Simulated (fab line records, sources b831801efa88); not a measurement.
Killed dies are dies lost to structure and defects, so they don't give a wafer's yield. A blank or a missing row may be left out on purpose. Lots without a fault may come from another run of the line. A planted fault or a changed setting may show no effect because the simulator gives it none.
A struck lot beside a sound one | flow sky130 | 22 steps out of a route of 708
Sound: wafers L652.1, L652.4, L652.6. Struck: wafers L658.2, L658.3, L658.6. The cause comes at the end.
At each step with rows: each side's tool, then ch and its chambers, then its first start. Under that, the readings that differ: sound wafers | struck wafers | difference of the means | sigmas: that difference in standard deviations of wafers without a fault.
alike: readings whose means differ by less than 2 such deviations, and words and numbers that are the same on both sides. not compared: withheld readings, readings that some wafer has no value for, bounds like >300 that may hide the same value, and numbers for which the record gives no deviation and whose values overlap.
The two part at a step that has a row with sigmas, a row that says differs or no value, or rows on one side only. Numbers that don't overlap but have no deviation are shown without sigmas and don't part them. A reading that every wafer of one side lacks parts them only if that side has two wafers or more.

SKY_METAL2_SPUTTER_00: material Ti, target thk 15 nm, time 10 s.
  sound on pvd_sputter-04, day 35 22:45; struck on pvd_sputter-03, day 37 22:53
  alike: throttle_valve_pct
SKY_METAL2_SPUTTER_01: material TiN, target thk 20 nm, time 16.7 s.
  sound on pvd_sputter-04, day 35 22:46; struck on pvd_sputter-03, day 37 22:55
  alike: throttle_valve_pct
SKY_METAL2_SPUTTER_02: material AlCu, target thk 250 nm, time 13.3 s.
  sound on pvd_sputter-04, day 35 22:48; struck on pvd_sputter-03, day 37 22:56
  alike: throttle_valve_pct
then, 2 steps without rows for these wafers: SKY_METAL2_SPUTTER_03 (material Ti, target thk 5 nm, time 3.3 s); SKY_METAL2_SPUTTER_04 (material TiN, target thk 70 nm, time 58.3 s).
SKY_METAL2_RS_MEAS_05: measures by four-point-probe.
  sound on film_metro-04, day 35 22:53; struck on film_metro-01, day 37 23:02
  alike: METAL2_ALCU_RS
SKY_METAL2_THK_MEAS_06: measures by xrf.
  sound on film_metro-04, day 35 23:01; struck on film_metro-01, day 37 23:09
  alike: METAL2_ALCU_THK
then, 5 steps without rows for these wafers: SKY_METAL2_DEHYDRATE_07 (time 60 s); SKY_METAL2_HMDS_08 (prime time 60 s); SKY_METAL2_COAT_09 (resist thk 60 nm); SKY_METAL2_COAT_10 (resist thk 450 nm); SKY_METAL2_SOFTBAKE_11 (time 90 s).
SKY_METAL2_EXPOSE_12: exposes mask MM2, target cd 140 nm.
  sound on krf_scanner-02 ch 0, day 36 12:35; struck on krf_scanner-02 ch 0, day 38 11:55
  reading              | sound                | struck               | difference | sigmas
  exposure_dose_mJ_cm2 | 27.957 27.959 27.974 | 26.827 26.845 26.835 | -1.128     | -39
  alike: mask
then, 2 steps without rows for these wafers: SKY_METAL2_PEB_13; SKY_METAL2_DEVELOP_14 (develop time 60 s).
SKY_METAL2_CD_MEAS_15: target cd 140 nm.
  sound on cd_sem-02, day 37 00:59; struck on cd_sem-02, day 39 00:31
  reading    | sound             | struck            | difference | sigmas
  cd_nm (nm) | 138.7 138.1 138.7 | 148.7 148.8 149.1 | +10.4      | +6
SKY_METAL2_OVL_MEAS_16:
  sound on overlay-01, day 37 01:06; struck on overlay-01, day 39 00:38
  alike: METAL2_OVL
SKY_METAL2_DESCUM_17: chemistry O2, time 8 s.
  sound on rie_metal-01 ch 1, day 37 01:08; struck on rie_metal-02 ch 0,1, day 39 00:40
  reading                     | sound             | struck            | difference | sigmas
  drypump_motor_current_A (A) | 6.6 6.6 6.6       | 6.1 5.6 5.6       | -0.8       | -2
  model.METAL2.cd_nm (nm)     | 138.7 138.1 138.1 | 148.7 148.6 148.8 | +10.4      |
  alike: oes_product_au
  not compared: rf_hours_counter_h
SKY_METAL2_ETCH_18: etches BARC in N2/H2, stops on SiO2, time 45.9 s, target depth 60 nm.
  sound on rie_metal-01 ch 1, day 37 01:10; struck on rie_metal-02 ch 0,1, day 39 00:41
  reading                     | sound       | struck      | difference | sigmas
  drypump_motor_current_A (A) | 6.6 6.6 6.6 | 6.1 5.5 5.5 | -0.9       | -2
  alike: oes_product_au, throttle_valve_pct
  not compared: rf_hours_counter_h
SKY_METAL2_METAL_ETCH_19: etches the open film in Cl2/BCl3, stops on SiO2, target depth 360 nm, time 78 s.
  sound on rie_metal-01 ch 1, day 37 01:14; struck on rie_metal-02 ch 0,1, day 39 00:45
  reading                     | sound             | struck            | difference | sigmas
  drypump_motor_current_A (A) | 6.6 6.6 6.5       | 6.2 5.6 5.6       | -0.8       | -2
  model.METAL2.cd_nm (nm)     | 141.2 141.2 140.3 | 149.7 146.4 148.2 | +7.2       |
  alike: oes_product_au, throttle_valve_pct
  not compared: rf_hours_counter_h
SKY_METAL2_STRIP_20: strips in O2/N2.
  sound on plasma_asher-03 ch 0,1, day 37 01:19; struck on plasma_asher-02 ch 0,1, day 39 00:50
  alike: drypump_motor_current_A, o2_flow_sccm, oes_product_au, strip_time_to_endpoint_s
  not compared: rf_hours_counter_h
-- the record jumps here: 10 days lie between the struck wafers' starts before and after (it left off in module METAL2 and takes up again in module PAD_OPEN, whose first step shown is number 708 of the route) --
SKY_PAD_OPEN_PROBE_99:
  sound on prober-02, day 47 08:52; struck on prober-02, day 48 20:52
  reading                        | sound                | struck               | difference | sigmas
  model.etest.met2.width_nm (nm) | 140.9 139.5 138.6    | 149.2 147.7 146.7    | +8.2       |
  model.etest.met2.line_ohm_um   | 0.9199 0.9171 0.9143 | 0.8413 0.8607 0.8653 | -0.0613    |
  alike: defect_limited_yield, killed_at_M0_to_M3, killed_at_M4_up, killed_at_contacts, killed_at_front_end, killed_at_other, killed_dies, killed_on_rim, killed_open, killed_short, sort_bin_3_pad_short, sort_bin_5_function, sort_bin_6_memory, sort_n_pass, sort_yield_pct

WHERE THEY PART
First at SKY_METAL2_EXPOSE_12; last, within this record, at SKY_METAL2_METAL_ETCH_19. Later steps at which nothing parts them and some readings are alike: SKY_METAL2_STRIP_20, SKY_PAD_OPEN_PROBE_99.

WHY: what the simulator had put in
Process parameter drift: krf_scanner-02, from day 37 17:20 on, at SKY_METAL2_EXPOSE_12. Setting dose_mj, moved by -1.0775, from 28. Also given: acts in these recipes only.
